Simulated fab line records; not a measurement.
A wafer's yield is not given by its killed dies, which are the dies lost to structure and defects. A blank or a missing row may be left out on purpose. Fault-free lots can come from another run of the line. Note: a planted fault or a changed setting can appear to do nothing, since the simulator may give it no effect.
fab line records | flow sky130 | part 2 of 2: steps 31 to 31 of 31
record lots=6 wafers=18 lastDay=49
route steps=708 shown LI_CONTACT@375 LOCAL_INTERCONNECT@387 PAD_OPEN@708
lots that met no fault: taken from a fault-free run of the same line
startH: hours from the record's first day to the start of the lot's first wafer shown | waitH: hours from the lot's prior step to this one | " unchanged from the row above | L1.1+2: one row covering several wafers at once | - no value, or no start was given | * or withheld: withheld | < > ~ a bound
route shown NAME@n: NAME is a module with steps in the file, n the number in the route of the first one | usual: the fault-free wafers' mean and standard deviation | same: alike in all rows | chamber/n: place in a boat | sites: the reading at each site | _std_site: standard deviation across them | _edge_site: outer sites' mean less inner sites' | radiusMm: for every site, how far away it sits from the centre of the wafer | mask NAME#n: copy n | behind: tool/chamber where the wafer was last shaped | hold: why the lot went on hold/how many hours it stayed there/how the hold came to an end | device: names the non-switching transistor (n, p or np) | end of line: the tests these same wafers got at the end of their route | a step given without rows: its recipe and nothing more | killed: at the first sort, the dies lost to defects and structure; wafer yield is something else | map: shows each die of a wafer: x if killed, . if not, _ if none is there
set.NAME: the run value of the setting; set.NAME@STEP: its run value at that earlier step | model.NAME: the simulator's own value behind a step, which no gauge read
lots at some steps of the route; a table a step, a row a wafer
services: when a tool's chamber went out of use (startH, in hours from the record's first day, below 0 if earlier), for how many hours, and the reason
## steps
# step SKY_PAD_OPEN_PROBE_99
# usual killed_at_M0_to_M3=42/7.1 killed_at_M4_up=3.0/1.7 killedAtContacts=25/5 killedAtFrontEnd=16/4.4 killedAtOther=0.5/1.4 killedDies=87/9.2 killedOnRim=18/4.3 killedOpen=47/6.2 killedShort=39/6.6
# same grossDies=492 killedAtBackSide=0
# columns lot.wafer tool chamber startH waitH killed_at_M0_to_M3 killed_at_M4_up killedAtContacts killedAtFrontEnd killedAtOther killedDies killedOnRim killedOpen killedShort
L173.1 prober-02 - 1073.85 0.1 46 4 23 20 0 93 13 53 40
L173.3 prober-02 - 1073.95 0.2 42 3 29 16 1 91 16 45 46
L173.6 prober-02 - 1074.10 0.2 43 4 28 20 0 95 21 51 43
L182.3 prober-01 - 1150.71 0.2 36 4 437 15 0 492 96 43 33
L182.4 prober-01 - 1150.76 0.2 51 3 426 12 0 492 96 55 36
L182.5 prober-01 - 1150.81 0.2 53 5 417 17 0 492 96 59 34
L184.2 prober-02 - 1154.12 0.1 48 5 429 9 1 492 96 45 52
L184.3 prober-02 - 1154.17 0.2 42 4 431 15 0 492 96 58 35
L184.5 prober-02 - 1154.27 0.2 41 5 424 22 0 492 96 47 47
L186.3 prober-01 - 1158.59 0.2 43 4 27 5 0 79 10 40 38
L186.5 prober-01 - 1158.69 0.2 36 0 24 12 0 72 13 41 29
L186.6 prober-01 - 1158.74 0.2 50 2 23 14 0 89 18 55 34
L187.4 prober-02 - 1161.71 0.2 46 3 30 13 0 92 25 56 36
L187.5 prober-02 - 1161.76 0.2 25 1 33 8 0 67 15 46 21
L192.3 prober-02 - 1179.70 0.2 41 2 20 23 0 86 18 42 43
L192.4 prober-02 - 1179.75 0.2 35 0 25 16 0 76 12 45 31
L192.6 prober-02 - 1179.85 0.2 37 1 28 14 0 80 22 43 37
# killed by level:class
L173.1 VIA1:geometricParticle:open=13 CONTACT:geometricParticle:open=8 FIELD_ISO:geometricParticle:open=6 LI_CONTACT:geometricParticle:open=6 METAL2:geometricParticle:short=6 VIA2:geometricParticle:open=6 POLY_GATE:geometricParticle:open=5 POLY_GATE:geometricParticle:short=4
L173.3 CONTACT:geometricParticle:open=10 VIA3:geometricParticle:open=9 LI_CONTACT:geometricParticle:open=6 LOCAL_INTERCONNECT:geometricParticle:short=6 VIA2:geometricParticle:open=6 VIA3:geometricParticle:short=6 METAL1:geometricParticle:short=5 FIELD_ISO:geometricParticle:short=4
L173.6 CONTACT:geometricParticle:open=13 VIA2:geometricParticle:open=11 FIELD_ISO:geometricParticle:short=7 VIA3:geometricParticle:short=6 VIA1:geometricParticle:open=6 METAL2:geometricParticle:short=5 LI_CONTACT:geometricParticle:open=5 CONTACT:geometricParticle:short=5
L182.3 LOCAL_INTERCONNECT:areaEtch=413 VIA1:geometricParticle:open=11 CONTACT:geometricParticle:open=7 LOCAL_INTERCONNECT:geometricParticle:short=6 VIA2:geometricParticle:open=5 FIELD_ISO:geometricParticle:short=4 POLY_GATE:geometricParticle:open=4 LI_CONTACT:geometricParticle:open=4
L182.4 LOCAL_INTERCONNECT:areaEtch=400 VIA1:geometricParticle:open=16 CONTACT:geometricParticle:open=10 VIA2:geometricParticle:open=9 VIA3:geometricParticle:open=7 VIA2:geometricParticle:short=6 LI_CONTACT:geometricParticle:open=5 LI_CONTACT:geometricParticle:short=4
L182.5 LOCAL_INTERCONNECT:areaEtch=399 VIA1:geometricParticle:open=19 CONTACT:geometricParticle:open=8 VIA3:geometricParticle:open=7 LI_CONTACT:geometricParticle:open=7 VIA1:geometricParticle:short=7 FIELD_ISO:geometricParticle:open=6 METAL2:geometricParticle:short=6
L184.2 LOCAL_INTERCONNECT:areaEtch=395 CONTACT:geometricParticle:short=10 CONTACT:geometricParticle:open=10 LI_CONTACT:geometricParticle:open=8 VIA1:geometricParticle:open=8 METAL2:geometricParticle:short=7 VIA3:geometricParticle:open=7 METAL1:geometricParticle:short=6
L184.3 LOCAL_INTERCONNECT:areaEtch=398 CONTACT:geometricParticle:open=16 VIA1:geometricParticle:open=10 METAL2:geometricParticle:short=8 CONTACT:geometricParticle:short=7 VIA2:geometricParticle:open=6 FIELD_ISO:geometricParticle:open=5 VIA3:geometricParticle:open=5
L184.5 LOCAL_INTERCONNECT:areaEtch=397 VIA1:geometricParticle:open=10 CONTACT:geometricParticle:open=9 FIELD_ISO:geometricParticle:short=6 VIA2:geometricParticle:open=6 CONTACT:geometricParticle:short=6 LOCAL_INTERCONNECT:geometricParticle:short=5 VIA3:geometricParticle:open=5
L186.3 CONTACT:geometricParticle:open=13 METAL1:geometricParticle:short=9 VIA2:geometricParticle:open=7 LOCAL_INTERCONNECT:geometricParticle:short=6 VIA1:geometricParticle:open=6 VIA3:geometricParticle:open=5 LI_CONTACT:geometricParticle:open=3 CONTACT:geometricParticle:short=3
L186.5 CONTACT:geometricParticle:open=10 VIA1:geometricParticle:open=8 CONTACT:geometricParticle:short=7 METAL2:geometricParticle:short=6 VIA3:geometricParticle:open=6 VIA2:geometricParticle:open=5 FIELD_ISO:geometricParticle:open=4 LI_CONTACT:geometricParticle:open=4
L186.6 VIA1:geometricParticle:open=13 CONTACT:geometricParticle:open=10 VIA3:geometricParticle:open=8 LI_CONTACT:geometricParticle:open=7 VIA2:geometricParticle:open=6 METAL1:geometricParticle:short=5 VIA1:geometricParticle:short=5 FIELD_ISO:geometricParticle:open=4
L187.4 VIA1:geometricParticle:open=11 CONTACT:geometricParticle:open=9 LI_CONTACT:geometricParticle:open=8 METAL1:geometricParticle:short=6 VIA1:geometricParticle:short=6 VIA2:geometricParticle:open=6 FIELD_ISO:geometricParticle:open=5 VIA3:geometricParticle:open=5
L187.5 CONTACT:geometricParticle:open=13 LI_CONTACT:geometricParticle:open=10 VIA1:geometricParticle:open=7 CONTACT:geometricParticle:short=6 METAL1:geometricParticle:short=4 VIA2:geometricParticle:short=4 VIA3:geometricParticle:open=4 POLY_GATE:geometricParticle:open=3
L192.3 FIELD_ISO:geometricParticle:short=9 CONTACT:geometricParticle:open=8 VIA2:geometricParticle:open=6 FIELD_ISO:geometricParticle:open=5 VIA2:geometricParticle:short=5 VIA1:geometricParticle:open=5 METAL3:geometricParticle:short=5 LI_CONTACT:geometricParticle:open=4
L192.4 CONTACT:geometricParticle:open=9 VIA2:geometricParticle:open=8 VIA1:geometricParticle:open=8 FIELD_ISO:geometricParticle:open=6 VIA3:geometricParticle:short=5 LI_CONTACT:geometricParticle:open=5 LOCAL_INTERCONNECT:geometricParticle:short=5 LI_CONTACT:geometricParticle:short=4
L192.6 CONTACT:geometricParticle:open=10 LI_CONTACT:geometricParticle:open=7 FIELD_ISO:geometricParticle:open=6 CONTACT:geometricParticle:short=6 VIA3:geometricParticle:open=6 VIA1:geometricParticle:short=5 FIELD_ISO:geometricParticle:short=4 VIA1:geometricParticle:open=4
# map L182.3 (x killed, . not)
__________xxxxxxxxxx_________
________xxxxxxxxxxxxxx_______
______xxxxxxxxxxxxxxxxxx_____
_____xxxxxxxxxxxxxxxxxxxx____
____xxxxxxxxxxxxxxxxxxxxxx___
___xxxxxxxxxxxxxxxxxxxxxxxx__
__xxxxxxxxxxxxxxxxxxxxxxxxxx_
_xxxxxxxxxxxxxxxxxxxxxxxxxxxx
_xxxxxxxxxxxxxxxxxxxxxxxxxxxx
_xxxxxxxxxxxxxxxxxxxxxxxxxxxx
_xxxxxxxxxxxxxxxxxxxxxxxxxxxx
_xxxxxxxxxxxxxxxxxxxxxxxxxxxx
_xxxxxxxxxxxxxxxxxxxxxxxxxxxx
_xxxxxxxxxxxxxxxxxxxxxxxxxxxx
_xxxxxxxxxxxxxxxxxxxxxxxxxxxx
__xxxxxxxxxxxxxxxxxxxxxxxxxx_
___xxxxxxxxxxxxxxxxxxxxxxxx__
____xxxxxxxxxxxxxxxxxxxxxx___
_____xxxxxxxxxxxxxxxxxxxx____
______xxxxxxxxxxxxxxxxxx_____
________xxxxxxxxxxxxxx_______
__________xxxxxxxxxx_________
# map L184.2 (x killed, . not)
__________xxxxxxxxxx_________
________xxxxxxxxxxxxxx_______
______xxxxxxxxxxxxxxxxxx_____
_____xxxxxxxxxxxxxxxxxxxx____
____xxxxxxxxxxxxxxxxxxxxxx___
___xxxxxxxxxxxxxxxxxxxxxxxx__
__xxxxxxxxxxxxxxxxxxxxxxxxxx_
_xxxxxxxxxxxxxxxxxxxxxxxxxxxx
_xxxxxxxxxxxxxxxxxxxxxxxxxxxx
_xxxxxxxxxxxxxxxxxxxxxxxxxxxx
_xxxxxxxxxxxxxxxxxxxxxxxxxxxx
_xxxxxxxxxxxxxxxxxxxxxxxxxxxx
_xxxxxxxxxxxxxxxxxxxxxxxxxxxx
_xxxxxxxxxxxxxxxxxxxxxxxxxxxx
_xxxxxxxxxxxxxxxxxxxxxxxxxxxx
__xxxxxxxxxxxxxxxxxxxxxxxxxx_
___xxxxxxxxxxxxxxxxxxxxxxxx__
____xxxxxxxxxxxxxxxxxxxxxx___
_____xxxxxxxxxxxxxxxxxxxx____
______xxxxxxxxxxxxxxxxxx_____
________xxxxxxxxxxxxxx_______
__________xxxxxxxxxx_________
## services
# columns tool chamber startH hours kind
cmp-01 - 660.44 2.6 repair
rieMetal-01 0 668.19 2.3 repair
rieDiel-03 0 672.79 7.4 repair
cmp-01 - 673.89 2.4 repair
cmp-01 - 683.76 12.7 repair
rieDiel-04 - 686.25 35.3 repair
rieDiel-03 0 693.31 1.4 repair
rieDiel-03 3 702.25 4.2 repair
rieDiel-04 2 703.86 23.7 repair
cmp-02 - 712.00 5.3 repair
pvdSputter-03 - 715.95 2.8 repair
pvdSputter-01 - 721.69 7.6 repair
rieMetal-01 - 730.53 1.4 pm
cmp-01 - 736.23 4.3 pm
cmp-02 - 737.63 1.1 repair
pvdSputter-02 - 738.12 12.3 repair
cmp-02 - 744.30 4.0 pm
rieDiel-04 3 775.70 3.2 repair
cmp-02 - 792.31 1.4 repair
rieDiel-01 3 793.16 11.3 repair
cmp-02 - 797.71 2.0 repair
rieDiel-03 1 800.03 2.9 repair
pvdSputter-03 - 803.80 0.9 repair
rieDiel-03 3 804.50 5.5 repair
## key
firstSign step=SKY_LOCAL_INTERCONNECT_RS_MEAS_01 reading=LOCAL_INTERCONNECT_TIN_RS direction=down sigmas=25 usual=14.03 struck=8.74
effect step=SKY_LOCAL_INTERCONNECT_THK_MEAS_02 reading=LOCAL_INTERCONNECT_TIN_THK direction=up sigmas=36 usual=100.8 struck=159.2
effect step=SKY_LOCAL_INTERCONNECT_METAL_ETCH_14 reading=oesProductAu direction=up sigmas=8.1 usual=0.946 struck=1.021
effect step=SKY_PAD_OPEN_PROBE_99 reading=killedAtContacts direction=up sigmas=80 usual=25 struck=427
modelEffect step=SKY_LOCAL_INTERCONNECT_SPUTTER_00 value=TiN_of_LOCAL_INTERCONNECT_SPUTTER_00.thkNm without=100.7 struck=159.3
modelEffect step=SKY_LOCAL_INTERCONNECT_STRIP_16 value=TiN_of_LOCAL_INTERCONNECT_SPUTTER_00.thkNm without=100.3 struck=158.8
moreKillsBornAt SKY_LOCAL_INTERCONNECT_METAL_ETCH_14@rieMetal-02=2402
metAt SKY_LOCAL_INTERCONNECT_SPUTTER_00
struckWafers L182.3,L182.4,L182.5,L184.2,L184.3,L184.5
laterRowsLeftOut L182.3,L182.4,L182.5,L184.2,L184.3,L184.5
testerLeftOut L182,L184
onsetBetween 676.49 780.38
fault kind=processParameterDrift tool=pvdSputter-03 chamber=- onsetH=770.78 steps=SKY_LOCAL_INTERCONNECT_SPUTTER_00 channel=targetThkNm offset=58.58 shape=step endH=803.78 actsIn=theseRecipesOnly stated=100
# testerLeftOut: of these lots the tester's yield and bins aren't shown, on N5 and GAA mostly nor the transistor test; their killed dies are dies lost to structure and defects alone, not to doping, threshold or leakage, so they don't give the yield
# laterRowsLeftOut: the simulator's readings of these wafers behind a module that went badly wrong aren't trusted and aren't shown, but for the sort
